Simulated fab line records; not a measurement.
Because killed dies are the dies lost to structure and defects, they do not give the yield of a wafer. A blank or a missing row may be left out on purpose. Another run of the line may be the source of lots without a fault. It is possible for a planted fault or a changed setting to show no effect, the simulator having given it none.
Which tool is to blame? -- flow sky130 -- 10 lots, 30 wafers sampled, at 6 steps of a route of 708

== WHAT EACH GAUGE READ, for each wafer ==
SKY_VIA4_RS_MEAS_19: a four-point-probe measurement. Usual: VIA4_W_RS typically reads 0.2254 ohm/sq, with standard deviation 0.0025.
lot,measured,on,VIA4_W_RS (ohm/sq),flag
L919,day 42 12:59,film_metro-03,0.1114 0.1126 0.1113,OFF
L920,day 43 04:16,film_metro-04,0.2247 0.2204 0.2231,
L921,day 43 17:18,film_metro-03,0.2252 0.2267 0.2253,
L924,day 44 06:39,film_metro-02,0.1129 0.1139 0.1133,OFF
L930,day 45 21:55,film_metro-02,0.1123 0.1118 0.1123,OFF
L931,day 46 04:30,film_metro-02,0.2247 0.2239 0.2256,
L932,day 46 11:55,film_metro-02,0.2258 0.2251 0.2257,
L936,day 47 14:20,film_metro-02,0.2258 0.2223 0.2234,
L937,day 47 17:01,film_metro-02,0.2260 0.2226 0.2243,
L939,day 48 04:18,film_metro-04,0.2253 0.2251 0.2239,

SKY_VIA4_THK_MEAS_20: measures by xrf. Usual: VIA4_W_THK typically reads 514 nm, with standard deviation 12.
lot,measured,on,VIA4_W_THK (nm),flag
L919,day 42 13:06,film_metro-03,- - -,OFF
L920,day 43 04:23,film_metro-04,516 524 517,
L921,day 43 17:25,film_metro-03,511 509 510,
L924,day 44 06:45,film_metro-02,- - -,OFF
L930,day 45 22:02,film_metro-02,- - -,OFF
L931,day 46 04:37,film_metro-02,526 521 521,
L932,day 46 12:02,film_metro-02,522 523 520,
L936,day 47 14:28,film_metro-02,526 534 530,
L937,day 47 17:08,film_metro-02,525 530 531,
L939,day 48 04:25,film_metro-04,508 509 514,

== WHAT TOOL EACH LOT RAN ON (gives the tool, then ch and the chambers of the sampled wafers, and finally the start) ==
lot,SKY_METAL3_ETCH_16,SKY_VIA3_SPUTTER_20,SKY_CAP2M_STRIP_14,SKY_VIA4_CVD_18
L919,"rie_metal-03 ch 0,1, day 38 05:38","pvd_sputter-02, day 39 09:13","plasma_asher-02 ch 0,1, day 40 11:02","cvd_w-02 ch 0,1, day 42 12:31"
L920,"rie_metal-01 ch 0,1, day 38 21:23","pvd_sputter-04, day 40 00:16","plasma_asher-03 ch 0,1, day 41 01:38","cvd_w-01 ch 0,1, day 43 04:07"
L921,"rie_metal-03 ch 0,1, day 39 11:41","pvd_sputter-04, day 40 14:52","plasma_asher-03 ch 0,1, day 41 15:39","cvd_w-01 ch 0,1, day 43 17:08"
L924,"rie_metal-03 ch 0, day 40 02:26","pvd_sputter-03, day 41 04:44","plasma_asher-03 ch 0,1, day 42 05:46","cvd_w-02 ch 0,1, day 44 06:11"
L930,"rie_metal-01 ch 0,1, day 41 22:49","pvd_sputter-04, day 43 00:18","plasma_asher-03 ch 0,1, day 44 00:12","cvd_w-01 ch 0,1, day 45 21:16"
L931,"rie_metal-04 ch 0,1, day 42 05:43","pvd_sputter-02, day 43 07:46","plasma_asher-02 ch 0,1, day 44 06:41","cvd_w-01 ch 0,1, day 46 04:20"
L932,"rie_metal-01 ch 0, day 42 12:20","pvd_sputter-04, day 43 14:14","plasma_asher-01 ch 0,1, day 44 13:57","cvd_w-01 ch 0,1, day 46 11:46"
L936,"rie_metal-03 ch 0,1, day 43 18:42","pvd_sputter-04, day 44 19:35","plasma_asher-03 ch 0,1, day 45 18:21","cvd_w-01 ch 0,1, day 47 14:11"
L937,"rie_metal-01 ch 0,1, day 43 23:32","pvd_sputter-04, day 44 23:28","plasma_asher-03 ch 0,1, day 45 21:33","cvd_w-01 ch 0,1, day 47 16:52"
L939,"rie_metal-03 ch 0,1, day 44 11:47","pvd_sputter-02, day 45 12:29","plasma_asher-02 ch 0, day 46 10:09","cvd_w-02 ch 1, day 48 04:09"
- SKY_METAL3_ETCH_16: etches BARC in N2/H2, stops on SiO2, time 88.2 s, target depth 60 nm.
- SKY_VIA3_SPUTTER_20: material TiN, target thk 20 nm, time 80 s.
- SKY_CAP2M_STRIP_14: strips in O2/N2.
- SKY_VIA4_CVD_18: deposits W, target thk 505 nm, time 152.14 s.

== WHAT THE TOOLS THEMSELVES READ (means of the sampled wafers that have a number; where no wafer has one, the mark that the record gives instead) ==
SKY_METAL3_ETCH_16. Usual: drypump_motor_current_A 5.8 A, standard deviation 0.49; h2_flow_sccm 200.0 sccm, standard deviation 0.61; oes_product_au 0.626 a.u., standard deviation 0.0048; throttle_valve_pct 13.204 %, standard deviation 0.0095.
lot,tool,drypump_motor_current_A (A),h2_flow_sccm (sccm),oes_product_au (a.u.),throttle_valve_pct (%),flag
L919,rie_metal-03,5.3,199.6,0.624,13.199,
L920,rie_metal-01,6.2,200.2,0.622,13.210,
L921,rie_metal-03,5.5,199.3,0.624,13.212,
L924,rie_metal-03,5.0,200.7,0.627,13.202,
L930,rie_metal-01,6.0,199.7,0.630,13.207,
L931,rie_metal-04,5.9,200.6,0.626,13.215,
L932,rie_metal-01,6.3,200.4,0.627,13.206,
L936,rie_metal-03,5.3,200.6,0.631,13.202,
L937,rie_metal-01,6.2,200.4,0.623,13.199,
L939,rie_metal-03,5.6,199.6,0.622,13.204,

SKY_VIA3_SPUTTER_20. Usual: 29.6 % for throttle_valve_pct, sd 1.2.
lot,tool,throttle_valve_pct (%),flag
L919,pvd_sputter-02,28.2,
L920,pvd_sputter-04,29.7,
L921,pvd_sputter-04,30.1,
L924,pvd_sputter-03,28.8,
L930,pvd_sputter-04,29.5,
L931,pvd_sputter-02,29.5,
L932,pvd_sputter-04,30.2,
L936,pvd_sputter-04,30.0,
L937,pvd_sputter-04,30.0,
L939,pvd_sputter-02,30.6,

SKY_CAP2M_STRIP_14. Usual: drypump_motor_current_A 5.50 A, standard deviation 0.23; oes_product_au 0.710 a.u., standard deviation 0.0048; strip_time_to_endpoint_s 12.65 s, standard deviation 0.034.
lot,tool,drypump_motor_current_A (A),oes_product_au (a.u.),strip_time_to_endpoint_s (s),flag
L919,plasma_asher-02,5.33,0.711,12.66,
L920,plasma_asher-03,5.42,0.708,12.63,
L921,plasma_asher-03,5.49,0.708,12.65,
L924,plasma_asher-03,5.49,0.712,12.62,
L930,plasma_asher-03,5.43,0.708,12.67,
L931,plasma_asher-02,5.34,0.709,12.63,
L932,plasma_asher-01,5.94,0.708,12.60,
L936,plasma_asher-03,5.50,0.709,12.64,
L937,plasma_asher-03,5.50,0.714,12.63,
L939,plasma_asher-02,5.32,0.706,12.60,

SKY_VIA4_CVD_18. Usual: 877 W for heater_power_w, sd 68.
lot,tool,heater_power_w (W),flag
L919,cvd_w-02,923,
L920,cvd_w-01,795,
L921,cvd_w-01,859,
L924,cvd_w-02,927,
L930,cvd_w-01,844,
L931,cvd_w-01,844,
L932,cvd_w-01,808,
L936,cvd_w-01,846,
L937,cvd_w-01,814,
L939,cvd_w-02,922,

== THE ANSWER, worked out from the rows above alone ==
Rule: take the mean of a lot's wafers that have a number; if it is more than 3 standard deviations from the usual mean, the lot is off. Also off: a lot with no number at a reading for which 4 or more lots have one. Where the step has rows for the other lots, those lots are counted as sound. First the gauges in route order, then the tools' own readings, where a lot's mean is used as printed above. The first step at which some lot is off is used, and at that step the reading that is off furthest; a lot without a number counts as furthest.
Off: L919, L924, L930, seen at SKY_VIA4_RS_MEAS_19 (VIA4_W_RS).
If a tool, at a process step before that reading, ran all the lots that are off and no sound lot after the first of them, it fits. Gauges at SKY_VIA4_RS_MEAS_19: tried the same way as those tools. None of those tried fits.

== WHAT HAD BEEN PUT IN BY THE SIMULATOR ==
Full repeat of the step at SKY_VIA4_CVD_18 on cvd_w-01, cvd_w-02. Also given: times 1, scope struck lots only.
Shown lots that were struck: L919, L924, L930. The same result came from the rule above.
